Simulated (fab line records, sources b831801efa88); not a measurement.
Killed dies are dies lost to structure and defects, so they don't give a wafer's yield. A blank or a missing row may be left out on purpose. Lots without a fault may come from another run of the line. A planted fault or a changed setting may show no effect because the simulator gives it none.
Chamber matching | flow sky130 | SKY_FIELD_ISO_ETCH_14 on rie_diel-04: 4 sister chambers
The step etches BARC in N2/H2, stops on SiO2, time 45.9 s, target depth 60 nm. 7 wafers are shown with their chamber, then 9 later ones without.

WAFERS WITH THEIR CHAMBER
wafer  | chamber | drypump_motor_current_A (A) | oes_product_au (a.u.)
L135.5 | 3       | 5.5                         | 0.850
L138.2 | 1       | 6.2                         | 0.862
L144.4 | 1       | 6.3                         | 0.856
L144.6 | 2       | 5.1                         | 0.855
L146.1 | 0       | 5.0                         | 0.861
L146.4 | 0       | 5.0                         | 0.849
L146.6 | 2       | 5.1                         | 0.853

WAFERS WITHOUT THEIR CHAMBER
wafer  | drypump_motor_current_A (A) | oes_product_au (a.u.)
L147.2 | 5.0                         | 0.855
L147.3 | 5.1                         | 0.863
L147.6 | 5.5                         | 0.859
L149.2 | 5.2                         | 0.860
L149.4 | 5.0                         | 0.856
L149.5 | 5.0                         | 0.862
L151.2 | 6.3                         | 0.851
L151.3 | 5.4                         | 0.853
L151.6 | 5.0                         | 0.844

WHICH CHAMBER EACH WENT THROUGH
wafer  | from the rows above     | in truth
L147.2 | 0                       | 0
L147.3 | can't be placed: 2 or 0 | 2
L147.6 | 3                       | 3
L149.2 | 2                       | 2
L149.4 | 0                       | 0
L149.5 | can't be placed: 0 or 2 | 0
L151.2 | 1                       | 1
L151.3 | 3                       | 3
L151.6 | can't be placed: 0 or 2 | 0
Placed correctly: 6 of 9. Can't be placed from these rows: 3 (the true chamber is among the candidates in 3). Placed wrongly: 0.
How it was worked out, from the rows above alone: a wafer's distance from a chamber is the root of the sum, over the readings, of the square of ((its reading less the chamber's mean) divided by the reading's scatter). The wafer belongs to the nearest chamber; if the next one is less than 2 further off, it can't be placed. A chamber's mean is the mean of its shown wafers. The scatter: the root of (the sum of the squares of (reading less its chamber's mean) over the shown wafers, divided by (wafers less chambers)).
